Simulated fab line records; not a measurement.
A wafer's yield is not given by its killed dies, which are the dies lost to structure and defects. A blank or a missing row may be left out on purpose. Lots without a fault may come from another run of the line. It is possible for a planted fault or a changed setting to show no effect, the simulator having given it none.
A struck lot beside a sound one	flow sky130	32 steps out of a route of 708
Sound: wafers L633.2, L633.5, L633.6. Wafers struck: L647.1, L647.2, L647.5. Last of all comes the cause.
At each step with rows: each side's tool, then ch and its chambers, then its first start. Under that, the readings that differ: sound wafers	struck wafers	difference of the means	sigmas: that difference in standard deviations of wafers without a fault.
alike: readings whose means differ by less than 2 such deviations, and words and numbers that are the same on both sides. not compared: withheld readings, readings that some wafer has no value for, bounds like >300 that may hide the same value, and numbers for which the record gives no deviation and whose values overlap.
Wherever a step has rows on one side only, a row that says differs or no value, or a row with sigmas, the two part there. Numbers that have no deviation but don't overlap get no sigmas and don't part them. A reading that every wafer of one side lacks parts them only if that side has two wafers or more.

SKY_FIELD_ISO_BOW_MEAS_00:
  sound on film-metro-04, day 1 20:01; struck on film-metro-01, day 4 18:00
  alike: INCOMING_BOW
SKY_FIELD_ISO_OXIDATION_01: stabilise 600 s, purge 300 s, target thk 12 nm.
  sound on furnace-01 ch 0, day 1 20:31; struck on furnace-01 ch 0, day 4 19:48
SKY_FIELD_ISO_THK_MEAS_02:
  sound on film-metro-03, day 1 22:02; struck on film-metro-01, day 4 21:19
reading	sound	struck	difference	sigmas
FIELD_ISO_OXIDATION_00_THK (nm)	12.13 12.08 11.99	19.44 19.60 19.57	+7.47	+39
then, 1 step without rows for these wafers: SKY_FIELD_ISO_CVD_03 (deposits Si3N4 from DCS/NH3, target thk 165 nm, time 2830 s).
SKY_FIELD_ISO_THK_MEAS_04:
  sound on film-metro-03, day 2 03:54; struck on film-metro-04, day 4 23:10
  alike: FIELD_ISO_CVD_03_THK
then, 8 steps without rows for these wafers: SKY_FIELD_ISO_DEHYDRATE_05 (time 60 s); SKY_FIELD_ISO_HMDS_06 (prime time 60 s); SKY_FIELD_ISO_COAT_07 (resist thk 60 nm); SKY_FIELD_ISO_COAT_08 (resist thk 450 nm); SKY_FIELD_ISO_SOFTBAKE_09 (time 90 s); SKY_FIELD_ISO_EXPOSE_10 (exposes mask FOM, target cd 150 nm); SKY_FIELD_ISO_PEB_11; SKY_FIELD_ISO_DEVELOP_12 (develop time 60 s).
SKY_FIELD_ISO_CD_MEAS_13 targets a cd of 150 nm.
  sound on cd-sem-02, day 2 15:34; struck on cd-sem-01, day 5 16:18
  alike: cd-nm
SKY_FIELD_ISO_ETCH_14: etches BARC in N2/H2, stops on SiO2, time 45.9 s, target depth 60 nm.
  sound on rie-diel-03 ch 2,3, day 2 15:40; struck on rie-diel-04 ch 0,3, day 5 16:25
  alike: drypump-motor-current-A, oes-product-au, throttle-valve-pct
  not compared: rf-hours-counter-h
SKY_FIELD_ISO_ETCH_15: etches the open film in CHF3/O2, stops on Si, target depth 180 nm, time 72 s.
  sound on rie-diel-03 ch 2,3, day 2 15:43; struck on rie-diel-04 ch 0,3, day 5 16:28
  alike: drypump-motor-current-A, oes-product-au, throttle-valve-pct
  not compared: rf-hours-counter-h
SKY_FIELD_ISO_STRIP_16: strips in O2/N2.
  sound on plasma-asher-01 ch 0,1, day 2 15:46; struck on plasma-asher-03 ch 0,1, day 5 16:31
reading	sound	struck	difference	sigmas
drypump-motor-current-A (A)	6.5 6.5 6.1	4.9 5.9 4.9	-1.1	-2
  alike: oes-product-au, strip-time-to-endpoint-s
  not compared: rf-hours-counter-h
SKY_FIELD_ISO_ETCH_17: etches Si in HBr/Cl2/O2, target depth 342 nm, time 97.7 s.
  sound on rie-si-02 ch 0,1,3, day 2 15:52; struck on rie-si-01 ch 0,1, day 5 16:37
  alike: drypump-motor-current-A, he-backside-leak-sccm, oes-product-au, throttle-valve-pct
  not compared: rf-hours-counter-h
then, 5 steps without rows for these wafers: SKY_FIELD_ISO_WET_ETCH_18 (etches Si3N4 in H3PO4, target depth 25 nm, time 286 s); SKY_FIELD_ISO_CLEAN_19 (cleans in SC1/SC2, time 150 s); SKY_FIELD_ISO_CLEAN_20 (cleans in dHF, time 20 s); SKY_FIELD_ISO_WET_ETCH_21 (etches SiO2 in dHF, target depth 20 nm, time 400 s); SKY_FIELD_ISO_OXIDATION_22 (stabilise 600 s, purge 300 s, target thk 10 nm).
SKY_FIELD_ISO_THK_MEAS_23:
  sound on film-metro-04, day 2 19:21; struck on film-metro-04, day 5 18:59
  alike: FIELD_ISO_OXIDATION_01_THK
then, 1 step without rows for these wafers: SKY_FIELD_ISO_CVD_24 (deposits SiO2, target thk 595 nm, time 99.2 s).
SKY_FIELD_ISO_THK_MEAS_25:
  sound on film-metro-03, day 2 19:29; struck on film-metro-01, day 5 19:07
reading	sound	struck	difference	sigmas
FIELD_ISO_CVD_24_THK (nm)	594 592 583	607 601 605	+15	+2
then, 1 step without rows for these wafers: SKY_FIELD_ISO_ANNEAL_26 (time 1800 s).
SKY_FIELD_ISO_CMP_27: polishes, stops on Si3N4, t overpolish 16 s, target thk 457.8 nm.
  sound on cmp-02 ch 0,2,3, day 2 22:31; struck on cmp-01 ch 0,1,2, day 5 21:56
  alike: head-pressure-psi, motor-current-A, overpolish-run-s, retaining-ring-pressure-frac, time-to-endpoint-s
then, 1 step without rows for these wafers: SKY_FIELD_ISO_WET_ETCH_28 (etches SiO2 in dHF, target depth 23.7 nm, time 47 s).
SKY_FIELD_ISO_WET_ETCH_29: etches Si3N4 in H3PO4, target depth 160 nm, time 1825 s.
  sound on wet-bench-03 ch 1, day 2 22:41; struck on wet-bench-03 ch 3, day 5 22:13
reading	sound	struck	difference	sigmas
model.SiO2_of_FIELD_ISO_OXIDATION_01.thk-nm (nm)	11.79 11.78 11.69	19.15 19.29 19.26	+7.48	
then, 1 step without rows for these wafers: SKY_FIELD_ISO_WET_ETCH_30 (etches SiO2 in dHF, target depth 25 nm, time 50 s).
-- here the record skips 44 days between the struck wafers' starts before and after, leaving off in module FIELD_ISO and picking up in module PAD_OPEN (first step shown: number 708 of the route) --
SKY_PAD_OPEN_PROBE_99:
  sound on prober-01, day 46 15:28; struck on prober-01, day 49 13:03
reading	sound	struck	difference	sigmas
model.etest.field-n.vt-v (V)	35.92 35.87 35.88	36.54 36.2 36.25	+0.44	
model.etest.sram-nfet-pass.off-log10-a-um	-12.71 -12.8 -12.85	-13.1 -13.27 -13.07	-0.4	
model.etest.diode-pdiff-fingers.leak-log10-a-cm2	-6.606 -6.513 -6.364	-6.829 -6.914 -6.793	-0.351	
model.etest.sram-nfet-pass.vt-v (V)	0.6641 0.6732 0.6808	0.7097 0.7057 0.7006	+0.0326	
model.etest.sram-nfet-pass.vt-sat-v (V)	0.5665 0.5789 0.5867	0.6076 0.6019 0.5969	+0.0248	
  alike: killed_at_M0_to_M3, killed_at_M4_up, killed-at-contacts, killed-at-front-end, killed-at-other, killed-dies, killed-open, killed-short
  not compared: model.etest.pfet_16v.r-on-ohm-um, model.etest.diode-ndiff-fingers.leak-log10-a-cm2

== WHERE THEY PART ==
Earliest at SKY_FIELD_ISO_THK_MEAS_02; latest, in this record, at SKY_FIELD_ISO_THK_MEAS_25. Later steps at which nothing parts them and some readings are alike: SKY_FIELD_ISO_CMP_27, SKY_PAD_OPEN_PROBE_99.

WHY: what had been put in by the simulator
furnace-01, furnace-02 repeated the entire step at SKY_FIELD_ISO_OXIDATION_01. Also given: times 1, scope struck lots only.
